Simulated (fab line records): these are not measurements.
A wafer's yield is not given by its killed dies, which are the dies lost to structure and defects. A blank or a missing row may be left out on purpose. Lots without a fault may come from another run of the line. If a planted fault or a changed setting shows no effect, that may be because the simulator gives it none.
The tool behind it: which one?    flow gf180mcu    15 lots with 45 wafers sampled at 3 steps, on a route of 602 steps

## WHAT EACH GAUGE READ, for each wafer
GF_MIM_RS_MEAS_10: measurement is done with a four-point probe. Usual: MIM_ALCU_RS 0.1608 ohm/sq, standard deviation 0.0016.
lot   measured      on             MIM_ALCU_RS (ohm/sq)  flag
L979  day 24 16:39  film-metro-03  0.1595 0.1604 0.1612  
L978  day 24 19:27  film-metro-04  0.1581 0.1586 0.1587  
L980  day 25 03:35  film-metro-03  0.1603 0.1627 0.1607  
L981  day 25 18:45  film-metro-04  0.1569 0.1575 0.1572  
L982  day 26 00:33  film-metro-01  0.1620 0.1602 0.1599  
L983  day 26 03:01  film-metro-01  0.1621 0.1618 0.1623  
L984  day 26 12:20  film-metro-01  0.1624 0.1607 0.1596  
L985  day 26 21:15  film-metro-01  0.1592 0.1591 0.1581  
L989  day 27 23:57  film-metro-01  0.1590 0.1614 0.1611  
L993  day 29 04:32  film-metro-03  0.1607 0.1599 0.1599  
L997  day 30 13:42  film-metro-03  0.1633 0.1621 0.1619  
L998  day 30 15:55  film-metro-01  0.1624 0.1611 0.1589  
L999  day 30 20:05  film-metro-04  0.1597 0.1601 0.1612  
L100  day 31 01:52  film-metro-04  0.1604 0.1615 0.1623  
L101  day 31 12:10  film-metro-01  0.1596 0.1608 0.1620  

## WHAT TOOL EACH LOT RAN ON (gives the tool, then ch and the chambers of the sampled wafers, and finally the start)
lot   GF_V4_SPUTTER_21              GF_MIM_SPUTTER_02
L979  pvd-sputter-03, day 24 15:31  pvd-sputter-02, day 24 16:19
L978  pvd-sputter-01, day 24 18:19  pvd-sputter-02, day 24 19:09
L980  pvd-sputter-04, day 25 02:29  pvd-sputter-02, day 25 03:19
L981  pvd-sputter-04, day 25 17:38  pvd-sputter-01, day 25 18:28
L982  pvd-sputter-04, day 25 23:27  pvd-sputter-02, day 26 00:16
L983  pvd-sputter-04, day 26 01:47  pvd-sputter-01, day 26 02:43
L984  pvd-sputter-03, day 26 11:11  pvd-sputter-03, day 26 12:01
L985  pvd-sputter-01, day 26 20:08  pvd-sputter-01, day 26 20:58
L989  pvd-sputter-01, day 27 22:46  pvd-sputter-01, day 27 23:37
L993  pvd-sputter-01, day 29 03:26  pvd-sputter-03, day 29 04:16
L997  pvd-sputter-01, day 30 12:36  pvd-sputter-01, day 30 13:25
L998  pvd-sputter-04, day 30 14:47  pvd-sputter-02, day 30 15:37
L999  pvd-sputter-04, day 30 18:59  pvd-sputter-03, day 30 19:49
L100  pvd-sputter-04, day 31 00:42  pvd-sputter-02, day 31 01:32
L101  pvd-sputter-04, day 31 11:00  pvd-sputter-01, day 31 11:50
- GF_V4_SPUTTER_21: material Ti, target thk 15 nm, time 80.02 s.
- GF_MIM_SPUTTER_02: material AlCu, target thk 450 nm, time 23.9 s.

## AS READ BY THE TOOLS THEMSELVES (means over the sampled wafers that have a number; for cases with no such wafer, the mark the record gives instead)
GF_V4_SPUTTER_21. Usual: cathode-dc-power-W 2500.0 W, standard deviation 0.48; chamber-pressure-pa 4.999 Pa, standard deviation 0.0088; throttle-valve-pct 30.1 %, standard deviation 0.77.
lot   tool            cathode-dc-power-W (W)  chamber-pressure-pa (Pa)  throttle-valve-pct (%)  flag
L979  pvd-sputter-03  2500.3                  5.002                     30.8                    
L978  pvd-sputter-01  2500.3                  5.002                     30.3                    
L980  pvd-sputter-04  2499.9                  5.007                     30.1                    
L981  pvd-sputter-04  2500.3                  4.995                     30.1                    
L982  pvd-sputter-04  2500.4                  5.002                     30.5                    
L983  pvd-sputter-04  2500.0                  4.996                     30.7                    
L984  pvd-sputter-03  2500.0                  4.997                     30.9                    
L985  pvd-sputter-01  2500.0                  5.001                     29.6                    
L989  pvd-sputter-01  2499.7                  4.985                     30.3                    
L993  pvd-sputter-01  2499.9                  4.995                     29.2                    
L997  pvd-sputter-01  2500.1                  5.004                     30.0                    
L998  pvd-sputter-04  2500.2                  4.989                     30.2                    
L999  pvd-sputter-04  2500.1                  5.001                     30.0                    
L100  pvd-sputter-04  2500.1                  5.001                     30.0                    
L101  pvd-sputter-04  2499.6                  4.996                     30.6                    

GF_MIM_SPUTTER_02. Usual: cathode-dc-power-W 10600 W, standard deviation 1.9; chamber-pressure-pa 0.4000 Pa, standard deviation 0.00078; throttle-valve-pct 30.2 %, standard deviation 0.77.
lot   tool            cathode-dc-power-W (W)  chamber-pressure-pa (Pa)  throttle-valve-pct (%)  flag
L979  pvd-sputter-02  10601                   0.4000                    30.1                    
L978  pvd-sputter-02  10600                   0.4008                    30.4                    
L980  pvd-sputter-02  10600                   0.4006                    30.0                    
L981  pvd-sputter-01  10601                   0.4002                    30.1                    
L982  pvd-sputter-02  10600                   0.3996                    30.1                    
L983  pvd-sputter-01  10600                   0.4006                    30.3                    
L984  pvd-sputter-03  10598                   0.4003                    31.0                    
L985  pvd-sputter-01  10600                   0.4004                    29.4                    
L989  pvd-sputter-01  10598                   0.4000                    30.0                    
L993  pvd-sputter-03  10601                   0.4001                    31.5                    
L997  pvd-sputter-01  10599                   0.4002                    30.0                    
L998  pvd-sputter-02  10602                   0.3999                    29.9                    
L999  pvd-sputter-03  10601                   0.4010                    30.8                    
L100  pvd-sputter-02  10603                   0.3993                    29.8                    
L101  pvd-sputter-01  10602                   0.4002                    29.6                    

## THE ANSWER, worked out from the rows above alone
Rule: a lot counts as off when the mean over its wafers that have a number is more than 3 standard deviations away from the usual mean. A lot without any number at a reading at which 4 lots or more have one is off too. Where the step has rows for the other lots, those lots are counted as sound. First the gauges in route order, then the tools' own readings, where a lot's mean is used as printed above. At the first step where some lot is off, the reading lying furthest off is the one used; lots without a number count as furthest.
No lot is off at any reading shown: from this, nothing can be told.

## WHAT HAD BEEN PUT IN BY THE SIMULATOR
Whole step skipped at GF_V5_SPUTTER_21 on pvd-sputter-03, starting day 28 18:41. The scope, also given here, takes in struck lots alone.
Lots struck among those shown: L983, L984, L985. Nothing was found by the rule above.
